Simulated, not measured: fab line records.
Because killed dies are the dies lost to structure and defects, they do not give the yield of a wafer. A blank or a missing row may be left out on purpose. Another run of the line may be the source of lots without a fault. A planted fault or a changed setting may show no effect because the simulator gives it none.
fab line records	flow sky130
record: lots: 11	wafers: 33	lastDay: 50
route steps=708 shown VT_ADJUST_HVTR@133 LDD_P@265 LI_CONTACT@377 PAD_OPEN@708
lots that met no fault: taken from a fault-free run of the same line
startH: the number of hours between the record's first day and the start of the first shown wafer of the lot	waitH: hours from the lot's prior step to this one	" identical to the entry in the row above	L1.1+2: a row that stands for several wafers	- either no value or no given start	* or withheld: withheld	< > ~ a bound
route shown NAME@n: a module of which the file shows steps, and the number in the route of the first	usual: average and standard deviation across the fault-free wafers	same: alike in all rows	chamber/n: place in a boat	sites: each site's reading	_std_site: standard deviation of those values	_edge_site: mean of outer sites minus mean of inner sites	radiusMm: for every site, how far away it sits from the centre of the wafer	mask NAME#n: copy n	behind: the last tool/chamber to shape the wafer	hold: the reason the lot was held/the length of the hold in hours/how it ended	device: transistor that didn't switch, given as n, p or np	end of line: the same wafers' tests at the end of the route	step lacking rows: just its recipe	killed: dies lost to structure and defects at the first sort, not the wafer's yield	map: shows each die of a wafer: x if killed, . if not, _ if none is there
set.NAME: the setting the step ran with; set.NAME@STEP: the setting that earlier step ran with	model.NAME: the simulator's own value behind a step, which no gauge read
a sample of lots followed through the steps of the route, with each step as a table and each wafer as a row
services: when a tool's chamber went out of use (startH, in hours from the record's first day, below 0 if earlier), for how many hours, and the reason
== steps ==
step: SKY_VT_ADJUST_HVTR_COAT_02
recipe: resist: NOVOLAK	spinRpm: 3000	resistThkNm: 1140
usual: exhaustPa: 45.0/0.94	resistLineTempC: 22.99/0.12	spinSpeedRpm: 2999.7/2.1
lot.wafer	tool	chamber	startH	waitH	exhaustPa	resistLineTempC	spinSpeedRpm
L698.2	lithoTrack-04	0	193.46	0.1	46.9	22.96	2997.3
L698.4	"	0	"	"	45.1	22.93	3000.5
L698.6	"	0	"	"	45.4	22.90	3001.2
L700.2	lithoTrack-04	0	206.76	0.1	44.8	22.95	2997.4
L700.3	"	0	"	"	44.9	22.95	2999.2
L700.4	"	0	"	"	44.3	23.14	2997.3
L703.2	lithoTrack-04	0	238.86	0.1	43.9	22.88	2999.9
L703.3	"	0	"	"	44.3	22.94	2996.1
L703.5	"	0	"	"	46.2	23.04	2999.8
L706.2	lithoTrack-04	0	248.51	0.1	45.1	23.06	3150.1
L706.4	"	0	"	"	46.0	23.03	3151.2
L706.5	"	0	"	"	45.0	23.11	3151.6
L705.2	lithoTrack-04	0	250.66	0.1	44.0	23.04	3148.1
L705.3	"	0	"	"	44.6	23.09	3148.6
L705.6	"	0	"	"	44.0	23.11	3152.4
L707.4	lithoTrack-02	0	255.82	0.1	43.8	22.95	3002.6
L707.5	"	0	"	"	46.1	23.07	2997.2
L707.6	"	0	"	"	45.5	22.92	3001.4
L714.1	lithoTrack-02	0	302.90	0.1	44.7	23.14	3003.4
L714.4	"	0	"	"	45.4	23.06	3001.5
L714.5	"	0	"	"	44.7	22.99	3001.2
L716.1	lithoTrack-03	0	326.23	0.1	45.8	23.01	3001.1
L716.2	"	0	"	"	45.9	23.08	3000.6
L716.4	"	0	"	"	45.8	22.90	3000.0
L717.3	lithoTrack-02	0	330.20	0.1	45.6	22.89	3000.2
L717.4	"	0	"	"	46.2	22.94	2999.3
L717.6	"	0	"	"	45.6	22.93	3000.1
L719.1	lithoTrack-03	0	346.28	0.1	44.7	22.85	3002.6
L719.5	"	0	"	"	43.3	23.09	3001.2
L719.6	"	0	"	"	43.6	23.07	3003.7
L720.2	lithoTrack-04	0	354.01	0.1	44.9	22.95	2998.7
L720.3	"	0	"	"	45.0	22.88	2998.7
L720.6	"	0	"	"	45.4	23.03	2998.0
step: SKY_VT_ADJUST_HVTR_STRIP_10
recipe: chemistry: O2/N2	powerW: 1400	pressureMtorr: 1500	platenTempC: withheld	o2FlowSccm: 3000	n2FlowSccm: 300	overashFraction: 0.5
usual: drypumpMotorCurrentA: 5.7/0.6	oesProductAu: 0.715/0.0045	stripTimeToEndpointS: 14.19/0.038
lot.wafer	tool	chamber	startH	waitH	drypumpMotorCurrentA	oesProductAu	rfHoursCounterH	stripTimeToEndpointS
L698.2	plasmaAsher-04	1	204.78	0.1	6.5	0.713	8	14.20
L698.4	"	0	"	"	6.1	0.712	-	14.22
L698.6	"	0	"	"	6.1	0.712	-	14.21
L700.2	plasmaAsher-04	0	218.21	0.1	6.0	0.716	10	14.16
L700.3	"	0	"	"	6.0	0.716	-	14.16
L700.4	"	1	"	"	6.5	0.719	-	14.19
L703.2	plasmaAsher-02	0	250.53	0.1	5.6	0.719	61	14.19
L703.3	"	1	"	"	5.3	0.716	-	14.17
L703.5	"	1	"	"	5.2	0.712	-	14.19
L706.2	plasmaAsher-03	0	260.44	0.1	4.7	0.710	60	13.85
L706.4	"	0	"	"	4.7	0.712	-	13.83
L706.5	"	1	"	"	5.9	0.724	-	13.84
L705.2	plasmaAsher-03	0	262.76	0.1	4.7	0.715	61	13.81
L705.3	"	0	"	"	4.7	0.717	-	13.83
L705.6	"	1	"	"	5.9	0.719	-	13.87
L707.4	plasmaAsher-02	1	267.49	0.1	5.3	0.723	-	14.27
L707.5	"	1	"	"	5.3	0.714	-	14.28
L707.6	"	0	"	"	5.6	0.708	-	14.25
L714.1	plasmaAsher-03	0	315.89	0.1	4.7	0.717	67	14.21
L714.4	"	1	"	"	5.9	0.710	-	14.20
L714.5	"	0	"	"	4.7	0.712	-	14.17
L716.1	plasmaAsher-04	1	339.64	0.2	6.5	0.711	23	14.20
L716.2	"	0	"	"	6.1	0.723	23	14.23
L716.4	"	1	"	"	6.5	0.713	-	14.20
L717.3	plasmaAsher-04	1	344.07	0.2	6.5	0.719	-	14.20
L717.4	"	0	"	"	6.0	0.712	-	14.15
L717.6	"	0	"	"	6.0	0.711	-	14.14
L719.1	plasmaAsher-03	1	360.95	0.1	5.9	0.713	72	14.19
L719.5	"	0	"	"	4.7	0.719	-	14.17
L719.6	"	1	"	"	5.9	0.715	-	14.19
L720.2	plasmaAsher-04	0	368.51	0.1	6.0	0.716	25	14.20
L720.3	"	1	"	"	6.5	0.709	-	14.16
L720.6	"	0	"	"	6.0	0.707	-	14.16
step: SKY_LDD_P_STRIP_10
recipe: chemistry: O2/N2	powerW: 1400	pressureMtorr: 1500	platenTempC: withheld	o2FlowSccm: 3000	n2FlowSccm: 300	overashFraction: 0.5
usual: drypumpMotorCurrentA: 5.7/0.55	oesProductAu: 0.715/0.005	stripTimeToEndpointS: 14.191/0.029
lot.wafer	tool	chamber	startH	waitH	drypumpMotorCurrentA	oesProductAu	rfHoursCounterH	stripTimeToEndpointS
L698.2	plasmaAsher-01	1	451.54	0.1	5.3	0.715	61	14.178
L698.4	"	0	"	"	6.0	0.719	-	14.205
L698.6	"	0	"	"	6.0	0.712	-	14.244
L700.2	plasmaAsher-03	0	460.95	0.1	4.7	0.715	1	14.200
L700.3	"	0	"	"	4.7	0.721	-	14.214
L700.4	"	1	"	"	5.9	0.720	-	14.199
L703.2	plasmaAsher-04	1	494.20	0.1	6.5	0.713	36	14.192
L703.3	"	1	"	"	6.5	0.713	-	14.233
L703.5	"	0	"	"	6.0	0.715	-	14.235
L705.2	plasmaAsher-01	0	502.95	0.1	6.0	0.707	66	14.172
L705.3	"	0	"	"	6.0	0.711	-	14.149
L705.6	"	0	"	"	6.0	0.717	-	14.167
L706.2	plasmaAsher-01	0	506.23	0.1	6.0	0.713	66	14.182
L706.4	"	1	"	"	5.3	0.717	-	14.161
L706.5	"	1	"	"	5.3	0.705	-	14.170
L707.4	plasmaAsher-04	1	517.31	0.1	6.5	0.715	-	14.188
L707.5	"	0	"	"	6.0	0.720	-	14.184
L707.6	"	1	"	"	6.5	0.705	-	14.200
L714.1	plasmaAsher-03	0	566.53	0.1	4.7	0.710	12	14.198
L714.4	"	0	"	"	4.7	0.714	-	14.143
L714.5	"	0	"	"	4.7	0.710	-	14.192
L716.1	plasmaAsher-04	0	593.53	0.1	6.0	0.719	46	14.162
L716.2	"	1	"	"	6.5	0.707	46	14.138
L716.4	"	1	"	"	6.5	0.724	-	14.152
L717.3	plasmaAsher-03	1	601.81	0.1	5.9	0.718	-	14.170
L717.4	"	0	"	"	4.7	0.715	-	14.200
L717.6	"	0	"	"	4.7	0.711	-	14.192
L719.1	plasmaAsher-04	1	621.10	0.1	6.5	0.712	49	14.211
L719.5	"	0	"	"	6.1	0.711	-	14.195
L719.6	"	1	"	"	6.5	0.717	-	14.181
L720.2	plasmaAsher-01	1	623.48	0.1	5.3	0.725	77	14.159
L720.3	"	0	"	"	6.0	0.715	-	14.211
L720.6	"	0	"	"	6.0	0.709	-	14.215
step: SKY_LI_CONTACT_ETCH_15
recipe: target: PSG	chemistry: C4F8/O2/Ar	stopOn: Si	taperDeg: 4.15	maskMaterial: KrF-thick	sourceW: 1500	biasW: 1200	pressureMtorr: 40	c4f8FlowSccm: withheld	O2_flow_sccm: 6	Ar_flow_sccm: 300	timeS: withheld	targetDepthA: 6000
usual: oesProductAu: 0.838/0.0044
lot.wafer	tool	chamber	startH	waitH	oesProductAu
L698.2	rieDiel-01	1	690.97	0.0	0.837
L698.4	"	2	"	"	0.835
L698.6	"	1	"	"	0.837
L700.2	rieDiel-01	2	697.93	0.0	0.837
L700.3	"	3	"	"	0.834
L700.4	"	1	"	"	0.841
L703.2	rieDiel-01	1	729.20	0.0	0.842
L703.3	"	0	"	"	0.848
L703.5	"	1	"	"	0.841
L705.2	rieDiel-02	0	738.28	0.0	0.835
L705.3	"	1	"	"	0.834
L705.6	"	3	"	"	0.828
L706.2	rieDiel-02	0	740.08	0.0	0.839
L706.4	"	3	"	"	0.842
L706.5	"	1	"	"	0.833
L707.4	rieDiel-02	1	751.27	0.0	0.833
L707.5	"	3	"	"	0.837
L707.6	"	2	"	"	0.841
L714.1	rieDiel-04	0	793.87	0.0	0.845
L714.4	"	2	"	"	0.833
L714.5	"	1	"	"	0.833
L716.1	rieDiel-01	1	819.30	0.0	0.837
L716.2	"	2	"	"	0.843
L716.4	"	3	"	"	0.837
L717.3	rieDiel-04	1	826.22	0.0	0.834
L717.4	"	2	"	"	0.838
L717.6	"	3	"	"	0.834
L719.1	rieDiel-02	2	843.35	0.0	0.841
L719.5	"	3	"	"	0.837
L719.6	"	0	"	"	0.835
L720.2	rieDiel-04	1	846.17	0.0	0.837
L720.3	"	0	"	"	0.830
L720.6	"	2	"	"	0.846
step: SKY_LI_CONTACT_SPUTTER_19
recipe: material: Ti	targetThkNm: 20	chamberPressurePa: 5	powerW: 2500	substrateTempC: 200	timeS: 106.37
usual: substrateTempC: 200.00/0.15	throttleValvePct: 29.6/1.1
lot.wafer	tool	chamber	startH	waitH	substrateTempC	throttleValvePct
L698.2	pvdSputter-02	-	691.35	0.0	200.15	29.1
L698.4	"	-	"	"	200.13	29.7
L698.6	"	-	"	"	199.85	30.1
L700.2	pvdSputter-02	-	698.31	0.0	199.82	30.5
L700.3	"	-	"	"	200.13	30.2
L700.4	"	-	"	"	199.90	29.3
L703.2	pvdSputter-03	-	729.58	0.0	199.77	29.5
L703.3	"	-	"	"	200.21	28.5
L703.5	"	-	"	"	199.79	28.6
L705.2	pvdSputter-01	-	738.66	0.0	199.77	29.8
L705.3	"	-	"	"	200.02	30.5
L705.6	"	-	"	"	199.72	30.4
L706.2	pvdSputter-03	-	740.46	0.0	200.01	28.7
L706.4	"	-	"	"	199.90	27.1
L706.5	"	-	"	"	200.06	29.5
L707.4	pvdSputter-01	-	751.65	0.0	200.09	31.4
L707.5	"	-	"	"	200.13	30.4
L707.6	"	-	"	"	199.99	30.3
L714.1	pvdSputter-02	-	794.25	0.0	200.02	29.0
L714.4	"	-	"	"	199.98	30.4
L714.5	"	-	"	"	199.92	29.0
L716.1	pvdSputter-03	-	819.69	0.0	200.07	30.0
L716.2	"	-	"	"	199.95	29.7
L716.4	"	-	"	"	199.92	28.7
L717.3	pvdSputter-03	-	826.60	0.0	199.98	30.2
L717.4	"	-	"	"	200.18	27.3
L717.6	"	-	"	"	199.87	30.2
L719.1	pvdSputter-03	-	843.73	0.0	199.93	27.2
L719.5	"	-	"	"	199.98	29.4
L719.6	"	-	"	"	200.08	30.4
L720.2	pvdSputter-02	-	846.56	0.0	200.12	30.2
L720.3	"	-	"	"	200.09	30.0
L720.6	"	-	"	"	200.05	30.4
step: SKY_PAD_OPEN_PROBE_99
usual: killed_at_M0_to_M3: 43/6.5	killed_at_M4_up: 3.3/2	killedAtContacts: 24/5.2	killedAtFrontEnd: 16/4.2	killedAtOther: 0.3/0.6	killedDies: 87/9.3	killedOpen: 47/7.8	killedShort: 39/6.2
same: grossDies: 492	killedAtBackSide: 0
lot.wafer	tool	chamber	startH	waitH	killed_at_M0_to_M3	killed_at_M4_up	killedAtContacts	killedAtFrontEnd	killedAtOther	killedDies	killedOpen	killedShort
L714.1	prober-01	-	1160.60	0.1	46	4	25	18	0	93	46	47
L714.4	prober-01	-	1160.75	0.2	43	4	25	18	0	90	49	41
L714.5	prober-01	-	1160.80	0.2	37	4	29	17	0	87	52	35
killed by level:class
L714.1 VIA3:geometricParticle:open=11 METAL1:geometricParticle:short=9 VIA1:geometricParticle:open=9 POLY_GATE:geometricParticle:short=7 LI_CONTACT:geometricParticle:open=7 LOCAL_INTERCONNECT:geometricParticle:short=6 CONTACT:geometricParticle:short=6 VIA2:geometricParticle:open=6
L714.4 VIA2:geometricParticle:open=10 VIA1:geometricParticle:open=10 FIELD_ISO:geometricParticle:short=8 CONTACT:geometricParticle:open=8 VIA3:geometricParticle:open=7 CONTACT:geometricParticle:short=6 METAL1:geometricParticle:short=5 METAL2:geometricParticle:short=5
L714.5 CONTACT:geometricParticle:open=13 LI_CONTACT:geometricParticle:open=10 VIA1:geometricParticle:open=9 METAL2:geometricParticle:short=7 FIELD_ISO:geometricParticle:open=6 METAL1:geometricParticle:short=5 VIA3:geometricParticle:open=5 LOCAL_INTERCONNECT:geometricParticle:short=4
== services ==
tool	chamber	startH	hours	kind
rieDiel-02	0	189.73	11.7	repair
plasmaAsher-04	-	203.15	1.4	repair
pvdSputter-03	-	204.65	2.2	repair
pvdSputter-03	-	304.14	0.6	repair
plasmaAsher-04	-	320.73	2.9	repair
pvdSputter-03	-	334.15	14.1	repair
plasmaAsher-04	-	350.92	3.7	repair
plasmaAsher-03	-	395.65	6.1	repair
plasmaAsher-04	-	399.07	1.4	repair
plasmaAsher-03	-	415.59	25.4	pm
plasmaAsher-04	-	430.39	14.6	pm
pvdSputter-03	-	437.92	1.9	repair
plasmaAsher-03	-	440.96	9.0	pm
plasmaAsher-04	-	460.72	1.4	repair
plasmaAsher-03	-	485.48	3.0	repair
plasmaAsher-04	-	547.36	5.3	repair
pvdSputter-03	-	601.07	5.0	repair
pvdSputter-03	-	614.45	0.7	repair
plasmaAsher-04	-	691.78	16.8	repair
pvdSputter-03	-	732.99	1.2	repair
plasmaAsher-04	-	746.30	7.0	repair
pvdSputter-03	-	784.83	2.7	repair
plasmaAsher-03	-	790.63	4.8	repair
plasmaAsher-04	-	821.47	3.0	repair
== key ==
firstSign: step: SKY_VT_ADJUST_HVTR_COAT_02	reading: spinSpeedRpm	direction: up	sigmas: 71	usual: 2999.7	struck: 3150.3
effect: step: SKY_VT_ADJUST_HVTR_STRIP_10	reading: stripTimeToEndpointS	direction: down	sigmas: 9.3	usual: *	struck: *
metAt SKY_VT_ADJUST_HVTR_COAT_02
struckLots L705,L706
testerLeftOut L705,L706
notActingAt SKY_LDD_P_STRIP_10,SKY_LI_CONTACT_ETCH_15,SKY_LI_CONTACT_SPUTTER_19
onsetBetween 238.86 248.51
fault: kind: processParameterDrift	tool: lithoTrack-04	chamber: -	onsetH: 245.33	steps: SKY_VT_ADJUST_HVTR_COAT_02	channel: spinRpm	offset: 150.48	shape: step	endH: 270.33	actsIn: theseRecipesOnly	stated: 3000
testerLeftOut: of these lots the tester's yield and bins aren't shown, on N5 and GAA mostly nor the transistor test; their killed dies are dies lost to structure and defects alone, not to doping, threshold or leakage, so they don't give the yield
